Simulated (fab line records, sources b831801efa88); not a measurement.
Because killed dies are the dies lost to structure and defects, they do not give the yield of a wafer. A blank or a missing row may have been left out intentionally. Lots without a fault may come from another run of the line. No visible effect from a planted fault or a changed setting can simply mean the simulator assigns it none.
Which tool did it?	flow gf180mcu	12 lots (36 wafers sampled), 1 step of a 602-step route

== WHAT EACH GAUGE READ, for each wafer ==
GF_CONTACT_BOW_MEAS_05.
lot	measured	on	CONTACT_BOW (um)
L075	day 15 06:13	film_metro-01	70 68 68
L077	day 16 07:55	film_metro-01	66 63 60
L079	day 16 21:11	film_metro-04	57 85 70
L081	day 17 17:23	film_metro-01	76 69 79
L083	day 19 08:43	film_metro-01	70 72 60
L086	day 19 19:11	film_metro-03	67 76 57
L087	day 20 12:43	film_metro-03	77 75 68
L089	day 20 18:58	film_metro-01	74 73 76
L091	day 21 08:11	film_metro-03	68 69 65
L093	day 22 00:54	film_metro-01	74 58 74
L095	day 22 21:12	film_metro-04	77 64 70
L097	day 23 09:05	film_metro-01	63 58 79

== WHICH TOOL RAN EACH LOT (tool, then ch and the chambers of the sampled wafers, then the start) ==
No process step before these readings appears in the record.

== THE ANSWER, worked out from the rows above alone ==
Rule: usual is defined by the lots themselves. Put in order of their means at a reading, lots are off if they are a third of the lots or fewer, leave a main group of 4 or more, and stand apart from it by a gap of 3 or more times the standard deviation of the main group's means; of several such gaps the widest counts. A main group whose means are all the same, to the digits that the tables above print for the reading, isn't used. A lot without any number at a reading at which 4 lots or more have one is off too. The other lots that the step has rows for count as sound.
No lot is off at any reading shown: from this, nothing can be told.

== WHAT THE SIMULATOR PUT IN ==
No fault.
